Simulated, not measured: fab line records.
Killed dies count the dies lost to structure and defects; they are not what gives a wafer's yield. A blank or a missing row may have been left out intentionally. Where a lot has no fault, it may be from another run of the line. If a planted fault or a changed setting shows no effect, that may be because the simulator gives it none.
fab line records -- flow sky130 -- part 2 of 2: steps 24 to 34 of 34
record lots=5, wafers=15, last_day=49
route steps=708 shown VIA4@658 METAL5@661 PASSIVATION@681
lots with no fault: from the same line, run without faults
start_h: the number of hours between the record's first day and the start of the first shown wafer of the lot -- wait_h: hours elapsed since this lot's preceding step -- " unchanged from the row above -- L1.1+2: a row that stands for several wafers -- - no value present, or no start provided -- * or withheld: withheld -- < > ~ a bound
route shown NAME@n: names a module that has steps shown in the file, with the first one's number in the route -- usual: mean/standard deviation of fault-free wafers -- same: alike in all rows -- chamber/n: place in a boat -- sites: the reading at each site -- _std_site: how widely they spread, as a standard deviation -- _edge_site: mean of outer sites minus mean of inner sites -- radius_mm: how far each site lies from the wafer's centre -- mask NAME#n: copy n -- behind: the tool/chamber that last shaped the wafer -- hold: why the lot was held/for how many hours/how that ended -- device: the n, p or np transistor that did not switch -- end of line: the tests these same wafers got at the end of their route -- where a step has no rows: the recipe by itself -- killed: the dies lost at the first sort to structure and to defects; this is not the yield of the wafer -- map: a wafer's dies, marking killed ones x, the rest . and places with no die _
set.NAME: setting as actually run; set.NAME@STEP: the setting as run at that earlier step -- model.NAME: the simulator's own value behind a step, which no gauge read
lots seen at some steps along the route; tables by step, rows by wafer
services: from which hour (start_h, from the record's first day; less than 0 if before it) a tool's chamber was out of use, for how many hours, and why
## steps
# step SKY_PASSIVATION_CVD_00
# recipe material=SiO2, target_thk_nm=90, temp_c=400, time_s=withheld, rf_w=600
# usual heater_power_w=681/96
lot.wafer,tool,chamber,start_h,wait_h,heater_power_w
L082.1,pecvd-02,0,1080.71,0.0,669
L082.4,pecvd-02,1,1080.71,0.0,584
L082.6,pecvd-02,2,1080.71,0.0,598
L086.3,pecvd-02,0,1104.07,0.0,672
L086.4,pecvd-02,1,1104.07,0.0,561
L086.5,pecvd-02,0,1104.07,0.0,677
L089.2,pecvd-02,1,1122.89,0.0,542
L089.3,pecvd-02,2,1122.89,0.0,611
L089.6,pecvd-02,0,1122.89,0.0,578
L094.2,pecvd-04,1,1148.32,0.0,778
L094.3,pecvd-04,0,1148.32,0.0,745
L094.4,pecvd-04,1,1148.32,0.0,772
L093.3,pecvd-04,2,1149.69,0.0,748
L093.4,pecvd-04,0,1149.69,0.0,732
L093.5,pecvd-04,2,1149.69,0.0,762
# step SKY_PASSIVATION_THK_MEAS_01
# recipe reads=SiO2_of_PASSIVATION_CVD_00
# usual PASSIVATION_CVD_00_THK=89.9/1.1
lot.wafer,tool,chamber,start_h,wait_h,PASSIVATION_CVD_00_THK[nm]
L082.1,film_metro-01,-,1080.81,-,88.9
L082.4,film_metro-01,-,1080.81,-,90.7
L082.6,film_metro-01,-,1080.81,-,89.7
L086.3,film_metro-01,-,1104.11,-,88.2
L086.4,film_metro-01,-,1104.11,-,90.1
L086.5,film_metro-01,-,1104.11,-,89.8
L089.2,film_metro-01,-,1122.92,-,89.8
L089.3,film_metro-01,-,1122.92,-,90.4
L089.6,film_metro-01,-,1122.92,-,90.3
L094.2,film_metro-03,-,1148.35,-,88.0
L094.3,film_metro-03,-,1148.35,-,88.5
L094.4,film_metro-03,-,1148.35,-,88.3
L093.3,film_metro-01,-,1149.73,-,89.7
L093.4,film_metro-01,-,1149.73,-,91.5
L093.5,film_metro-01,-,1149.73,-,91.8
# step SKY_PASSIVATION_CVD_02
# recipe material=Si3N4, target_thk_nm=540, temp_c=400, time_s=withheld, rf_w=450
# usual heater_power_w=731/100
lot.wafer,tool,chamber,start_h,wait_h,heater_power_w
L082.1,pecvd-01,0,1080.87,0.1,693
L082.4,pecvd-01,2,1080.87,0.1,730
L082.6,pecvd-01,0,1080.87,0.1,717
L086.3,pecvd-04,0,1104.15,0.0,794
L086.4,pecvd-04,0,1104.15,0.0,640
L086.5,pecvd-04,1,1104.15,0.0,802
L089.2,pecvd-04,0,1122.97,0.0,788
L089.3,pecvd-04,2,1122.97,0.0,742
L089.6,pecvd-04,1,1122.97,0.0,799
L094.2,pecvd-01,0,1148.40,0.0,740
L094.3,pecvd-01,1,1148.40,0.0,717
L094.4,pecvd-01,1,1148.40,0.0,704
L093.3,pecvd-02,2,1149.77,0.0,697
L093.4,pecvd-02,2,1149.77,0.0,708
L093.5,pecvd-02,0,1149.77,0.0,691
# step SKY_PASSIVATION_THK_MEAS_03
# recipe reads=Si3N4_of_PASSIVATION_CVD_02
# usual PASSIVATION_CVD_02_THK=540/7
lot.wafer,tool,chamber,start_h,wait_h,PASSIVATION_CVD_02_THK[nm]
L082.1,film_metro-01,-,1081.10,-,541
L082.4,film_metro-01,-,1081.10,-,539
L082.6,film_metro-01,-,1081.10,-,541
L086.3,film_metro-01,-,1104.39,-,539
L086.4,film_metro-01,-,1104.39,-,549
L086.5,film_metro-01,-,1104.39,-,535
L089.2,film_metro-02,-,1123.21,-,550
L089.3,film_metro-02,-,1123.21,-,543
L089.6,film_metro-02,-,1123.21,-,547
L094.2,film_metro-02,-,1148.64,-,539
L094.3,film_metro-02,-,1148.64,-,522
L094.4,film_metro-02,-,1148.64,-,539
L093.3,film_metro-03,-,1150.02,-,538
L093.4,film_metro-03,-,1150.02,-,546
L093.5,film_metro-03,-,1150.02,-,542
# step SKY_PASSIVATION_DEHYDRATE_04
# recipe temp_c=200, time_s=60
# usual resist_line_temp_C=23.00/0.12
lot.wafer,tool,chamber,start_h,wait_h,resist_line_temp_C
L082.1,litho_track-03,0,1092.40,11.3,23.16
L082.4,litho_track-03,0,1092.40,11.3,23.02
L082.6,litho_track-03,0,1092.40,11.3,23.11
L086.3,litho_track-02,0,1115.49,11.1,23.07
L086.4,litho_track-02,0,1115.49,11.1,22.95
L086.5,litho_track-02,0,1115.49,11.1,23.04
L089.2,litho_track-03,0,1131.18,8.0,22.88
L089.3,litho_track-03,0,1131.18,8.0,23.11
L089.6,litho_track-03,0,1131.18,8.0,22.83
L094.2,litho_track-02,0,1158.11,9.5,22.79
L094.3,litho_track-02,0,1158.11,9.5,22.79
L094.4,litho_track-02,0,1158.11,9.5,22.97
L093.3,litho_track-01,0,1159.22,9.2,23.08
L093.4,litho_track-01,0,1159.22,9.2,23.00
L093.5,litho_track-01,0,1159.22,9.2,23.09
# step SKY_PASSIVATION_HMDS_05
# recipe prime_time_s=60, prime_temp_c=120
# usual resist_line_temp_C=22.99/0.099
lot.wafer,tool,chamber,start_h,wait_h,resist_line_temp_C
L082.1,litho_track-03,0,1092.55,0.1,23.05
L082.4,litho_track-03,0,1092.55,0.1,22.91
L082.6,litho_track-03,0,1092.55,0.1,22.94
L086.3,litho_track-02,0,1115.64,0.1,22.98
L086.4,litho_track-02,0,1115.64,0.1,23.03
L086.5,litho_track-02,0,1115.64,0.1,22.97
L089.2,litho_track-03,0,1131.33,0.1,22.97
L089.3,litho_track-03,0,1131.33,0.1,22.95
L089.6,litho_track-03,0,1131.33,0.1,22.92
L094.2,litho_track-02,0,1158.26,0.1,22.97
L094.3,litho_track-02,0,1158.26,0.1,22.96
L094.4,litho_track-02,0,1158.26,0.1,23.01
L093.3,litho_track-01,0,1159.37,0.1,23.04
L093.4,litho_track-01,0,1159.37,0.1,23.09
L093.5,litho_track-01,0,1159.37,0.1,22.98
# step SKY_PASSIVATION_COAT_06
# recipe spin_rpm=2000, resist_thk_nm=3000
# usual resist_line_temp_C=23.00/0.12
lot.wafer,tool,chamber,start_h,wait_h,resist_line_temp_C
L082.1,litho_track-03,0,1092.70,0.1,22.99
L082.4,litho_track-03,0,1092.70,0.1,23.02
L082.6,litho_track-03,0,1092.70,0.1,23.08
L086.3,litho_track-02,0,1115.79,0.1,23.02
L086.4,litho_track-02,0,1115.79,0.1,23.16
L086.5,litho_track-02,0,1115.79,0.1,23.05
L089.2,litho_track-03,0,1131.48,0.1,23.11
L089.3,litho_track-03,0,1131.48,0.1,23.03
L089.6,litho_track-03,0,1131.48,0.1,22.79
L094.2,litho_track-02,0,1158.41,0.1,23.10
L094.3,litho_track-02,0,1158.41,0.1,23.10
L094.4,litho_track-02,0,1158.41,0.1,23.03
L093.3,litho_track-01,0,1159.52,0.1,22.95
L093.4,litho_track-01,0,1159.52,0.1,22.82
L093.5,litho_track-01,0,1159.52,0.1,22.92
# step SKY_PASSIVATION_SOFTBAKE_07
# recipe temp_c=110, time_s=withheld
# usual resist_line_temp_C=23.02/0.11
lot.wafer,tool,chamber,start_h,wait_h,resist_line_temp_C
L082.1,litho_track-03,0,1092.85,0.1,23.12
L082.4,litho_track-03,0,1092.85,0.1,23.21
L082.6,litho_track-03,0,1092.85,0.1,23.29
L086.3,litho_track-02,0,1115.95,0.1,23.11
L086.4,litho_track-02,0,1115.95,0.1,22.98
L086.5,litho_track-02,0,1115.95,0.1,23.07
L089.2,litho_track-03,0,1131.64,0.1,23.03
L089.3,litho_track-03,0,1131.64,0.1,22.87
L089.6,litho_track-03,0,1131.64,0.1,23.02
L094.2,litho_track-02,0,1158.57,0.1,23.19
L094.3,litho_track-02,0,1158.57,0.1,23.14
L094.4,litho_track-02,0,1158.57,0.1,22.99
L093.3,litho_track-01,0,1159.69,0.1,22.96
L093.4,litho_track-01,0,1159.69,0.1,22.87
L093.5,litho_track-01,0,1159.69,0.1,22.98
# step SKY_PASSIVATION_EXPOSE_08
# recipe mask_id=NSM, target_cd_nm=3000, na=0.57, dose_mj=260
lot.wafer,tool,chamber,start_h,wait_h,mask
L082.1+4+6,iline_stepper-02,0,-,-,NSM#0
L086.3+4+5,iline_stepper-02,0,-,-,NSM#0
L089.2+3+6,iline_stepper-01,0,-,-,NSM#0
L094.2+3+4,iline_stepper-02,0,-,-,NSM#0
L093.3+4+5,iline_stepper-01,0,-,-,NSM#0
# step SKY_PASSIVATION_PEB_09
# recipe temp_c=115, time_s=withheld
# usual resist_line_temp_C=23.02/0.089
lot.wafer,tool,chamber,start_h,wait_h,resist_line_temp_C
L082.1,litho_track-01,0,-,-,23.09
L082.4,litho_track-01,0,-,-,22.92
L082.6,litho_track-01,0,-,-,23.06
L086.3,litho_track-02,0,-,-,23.01
L086.4,litho_track-02,0,-,-,22.99
L086.5,litho_track-02,0,-,-,23.02
L089.2,litho_track-01,0,-,-,23.02
L089.3,litho_track-01,0,-,-,23.07
L089.6,litho_track-01,0,-,-,22.92
L094.2,litho_track-03,0,-,-,23.17
L094.3,litho_track-03,0,-,-,23.17
L094.4,litho_track-03,0,-,-,23.12
L093.3,litho_track-03,0,-,-,23.12
L093.4,litho_track-03,0,-,-,22.99
L093.5,litho_track-03,0,-,-,22.88
# step SKY_PASSIVATION_DEVELOP_10
# recipe develop_time_s=60, dev_temp_c=23
# usual resist_line_temp_C=23.02/0.09
lot.wafer,tool,chamber,start_h,wait_h,resist_line_temp_C
L082.1,litho_track-01,0,-,-,23.13
L082.4,litho_track-01,0,-,-,23.07
L082.6,litho_track-01,0,-,-,22.91
L086.3,litho_track-02,0,-,-,23.05
L086.4,litho_track-02,0,-,-,22.86
L086.5,litho_track-02,0,-,-,22.97
L089.2,litho_track-01,0,-,-,23.03
L089.3,litho_track-01,0,-,-,22.93
L089.6,litho_track-01,0,-,-,23.13
L094.2,litho_track-03,0,-,-,22.94
L094.3,litho_track-03,0,-,-,22.95
L094.4,litho_track-03,0,-,-,23.16
L093.3,litho_track-03,0,-,-,22.86
L093.4,litho_track-03,0,-,-,22.87
L093.5,litho_track-03,0,-,-,22.96
## services
tool,chamber,start_h,hours,kind
rie_metal-01,-,1039.83,1.0,repair
pecvd-01,2,1039.89,2.6,repair
iline_stepper-01,-,1040.24,2.4,repair
plasma_asher-04,-,1040.36,2.8,pm
iline_stepper-02,-,1046.47,1.7,pm
cmp-01,-,1049.72,2.0,repair
plasma_asher-03,-,1055.25,9.0,pm
cmp-01,-,1069.11,0.9,repair
iline_stepper-01,-,1073.44,1.7,pm
rie_metal-02,-,1080.64,1.8,repair
cmp-02,-,1084.03,4.0,pm
pecvd-01,-,1106.26,2.8,pm
pvd_sputter-02,1,1112.51,-,consumable_replace:kit
pvd_sputter-02,1,1112.51,18.0,scheduled_down
rie_metal-01,-,1113.17,2.8,pm
cmp-01,-,1113.71,10.5,pm
pecvd-01,-,1118.33,6.0,pm
rie_metal-02,0,1122.50,18.1,repair
cmp-01,-,1132.57,0.8,repair
cmp-01,-,1148.51,0.8,repair
pecvd-04,1,1153.88,5.4,repair
rie_metal-01,-,1159.70,2.1,repair
pecvd-02,-,1164.28,1.1,repair
cmp-01,-,1167.15,0.8,repair
